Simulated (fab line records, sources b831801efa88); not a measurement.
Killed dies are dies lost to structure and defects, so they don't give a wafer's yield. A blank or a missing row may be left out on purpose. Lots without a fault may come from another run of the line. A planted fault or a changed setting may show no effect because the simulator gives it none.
Which tool did it? | flow sfq_line | 12 lots, 36 wafers sampled, at 1 step of a route of 325

WHAT THE GAUGES READ, wafer by wafer
The record holds no reading of a measuring or inspecting step that can be judged against a usual standard deviation.

WHICH TOOL RAN EACH LOT (tool, then ch and the chambers of the sampled wafers, then the start)
lot  | SFQ_TRILAYER_C5_LITHO_EXPOSE_152
L255 | krf_scanner-01 ch 0, day 67 08:29
L256 | krf_scanner-01 ch 0, day 67 14:29
L257 | krf_scanner-02 ch 0, day 68 05:01
L258 | krf_scanner-01 ch 0, day 68 14:43
L259 | krf_scanner-01 ch 0, day 68 20:35
L260 | krf_scanner-01 ch 0, day 69 10:44
L265 | krf_scanner-01 ch 0, day 71 07:13
L266 | krf_scanner-01 ch 0, day 75 05:55
L275 | krf_scanner-02 ch 0, day 79 12:02
L276 | krf_scanner-02 ch 0, day 79 13:02
L277 | krf_scanner-02 ch 0, day 80 00:34
L278 | krf_scanner-02 ch 0, day 80 05:23
- SFQ_TRILAYER_C5_LITHO_EXPOSE_152: exposes mask C5, target cd 500 nm.

WHAT THE TOOLS THEMSELVES READ (means of the sampled wafers that have a number; where no wafer has one, the mark that the record gives instead)
SFQ_TRILAYER_C5_LITHO_EXPOSE_152.
lot  | tool           | exposure_dose_mJ_cm2
L255 | krf_scanner-01 | 21.311
L256 | krf_scanner-01 | 21.324
L257 | krf_scanner-02 | 21.301
L258 | krf_scanner-01 | 21.265
L259 | krf_scanner-01 | 22.325
L260 | krf_scanner-01 | 22.355
L265 | krf_scanner-01 | 22.329
L266 | krf_scanner-01 | 22.343
L275 | krf_scanner-02 | 21.310
L276 | krf_scanner-02 | 21.314
L277 | krf_scanner-02 | 21.295
L278 | krf_scanner-02 | 21.296

THE ANSWER, worked out from the rows above alone
Rule: what is usual is taken from the lots themselves. Put in order of their means at a reading, lots are off if they are a third of the lots or fewer, leave a main group of 4 or more, and stand apart from it by a gap of 3 or more times the standard deviation of the main group's means; of several such gaps the widest counts. A main group whose means are all the same, to the digits that the tables above print for the reading, isn't used. A lot without any number at a reading at which 4 lots or more have one is off too. The other lots that the step has rows for count as sound. The gauges are gone through in route order, then the tools' own readings, and for those a lot's mean is taken as printed above. The first step at which some lot is off is used, and at that step the reading that is off furthest; a lot without a number counts as furthest.
Off: L259, L260, L265, L266, at SFQ_TRILAYER_C5_LITHO_EXPOSE_152 (exposure_dose_mJ_cm2). The main group: mean 21.302, standard deviation 0.017.
A tool fits if, at that step or a process step before it, it ran every lot that is off, and no sound lot after the first of them. One fits: krf_scanner-01 at SFQ_TRILAYER_C5_LITHO_EXPOSE_152. Its last sound lot is L258 (day 68 14:43), its first lot that is off L259 (day 68 20:35): a fault that began between those two fits.
The tool's own readings at SFQ_TRILAYER_C5_LITHO_EXPOSE_152 bear it out: on the lots that are off they differ by more than 5 times the standard deviation of the sound lots' means. exposure_dose_mJ_cm2 reads 22.338 there against 21.302 on the sound lots.

WHAT THE SIMULATOR HAD PUT IN
Process parameter drift: krf_scanner-01, from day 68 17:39 on, at SFQ_TRILAYER_C5_LITHO_EXPOSE_152. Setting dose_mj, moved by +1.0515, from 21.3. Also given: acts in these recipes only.
Lots struck among those shown: L259, L260, L265, L266. The rule above found the same.
